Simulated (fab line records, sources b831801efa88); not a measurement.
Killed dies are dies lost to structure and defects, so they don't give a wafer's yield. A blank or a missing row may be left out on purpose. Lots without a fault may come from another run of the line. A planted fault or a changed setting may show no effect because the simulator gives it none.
Which tool did it? | flow gf180mcu | 14 lots, 42 wafers sampled, at 2 steps of a route of 602

WHAT THE GAUGES READ, wafer by wafer
GF_V4_THK_MEAS_03.
lot  | measured     | on            | V4_CVD_02_THK (nm)
L964 | day 23 20:29 | film_metro-02 | 849 875 854
L965 | day 24 20:00 | film_metro-04 | 842 854 858
L972 | day 26 13:36 | film_metro-02 | 843 867 850
L973 | day 26 17:56 | film_metro-02 | 827 851 840
L974 | day 27 07:34 | film_metro-02 | 846 863 861
L977 | day 28 03:28 | film_metro-02 | 841 850 853
L978 | day 28 05:16 | film_metro-01 | 832 844 853
L979 | day 28 13:53 | film_metro-02 | 854 859 854
L980 | day 28 21:02 | film_metro-04 | 839 836 851
L981 | day 29 09:16 | film_metro-01 | 816 834 825
L982 | day 29 12:09 | film_metro-02 | 841 864 847
L984 | day 30 03:40 | film_metro-04 | 845 868 859
L985 | day 30 08:25 | film_metro-01 | 837 847 846
L986 | day 30 13:42 | film_metro-01 | 847 839 841

WHICH TOOL RAN EACH LOT (tool, then ch and the chambers of the sampled wafers, then the start)
lot  | GF_V4_CVD_02
L964 | pecvd-03 ch 1,2, day 23 20:23
L965 | pecvd-02 ch 0,1,2, day 24 19:56
L972 | pecvd-02 ch 0,1,2, day 26 13:31
L973 | pecvd-03 ch 0,1, day 26 17:52
L974 | pecvd-03 ch 1,2, day 27 07:29
L977 | pecvd-03 ch 0,1,2, day 28 03:24
L978 | pecvd-02 ch 0,2, day 28 05:11
L979 | pecvd-01 ch 0,1,2, day 28 13:48
L980 | pecvd-01 ch 0,1,2, day 28 20:58
L981 | pecvd-02 ch 0,2, day 29 09:11
L982 | pecvd-03 ch 0,2, day 29 12:05
L984 | pecvd-03 ch 1,2, day 30 03:35
L985 | pecvd-01 ch 1,2, day 30 08:20
L986 | pecvd-01 ch 0,1,2, day 30 13:38
- GF_V4_CVD_02: deposits SiO2 from TEOS, target thk 850 nm, time 94.851 s.

WHAT THE TOOLS THEMSELVES READ (means of the sampled wafers that have a number; where no wafer has one, the mark that the record gives instead)
GF_V4_CVD_02.
lot  | tool     | heater_power_w (W)
L964 | pecvd-03 | 617
L965 | pecvd-02 | 594
L972 | pecvd-02 | 559
L973 | pecvd-03 | 608
L974 | pecvd-03 | 606
L977 | pecvd-03 | 644
L978 | pecvd-02 | 683
L979 | pecvd-01 | 512
L980 | pecvd-01 | 536
L981 | pecvd-02 | 640
L982 | pecvd-03 | 592
L984 | pecvd-03 | 593
L985 | pecvd-01 | 496
L986 | pecvd-01 | 570

THE ANSWER, worked out from the rows above alone
Rule: what is usual is taken from the lots themselves. Put in order of their means at a reading, lots are off if they are a third of the lots or fewer, leave a main group of 4 or more, and stand apart from it by a gap of 3 or more times the standard deviation of the main group's means; of several such gaps the widest counts. A main group whose means are all the same, to the digits that the tables above print for the reading, isn't used. A lot without any number at a reading at which 4 lots or more have one is off too. The other lots that the step has rows for count as sound. The gauges are gone through in route order, then the tools' own readings, and for those a lot's mean is taken as printed above. The first step at which some lot is off is used, and at that step the reading that is off furthest; a lot without a number counts as furthest.
No lot is off at any reading shown: from this, nothing can be told.

WHAT THE SIMULATOR HAD PUT IN
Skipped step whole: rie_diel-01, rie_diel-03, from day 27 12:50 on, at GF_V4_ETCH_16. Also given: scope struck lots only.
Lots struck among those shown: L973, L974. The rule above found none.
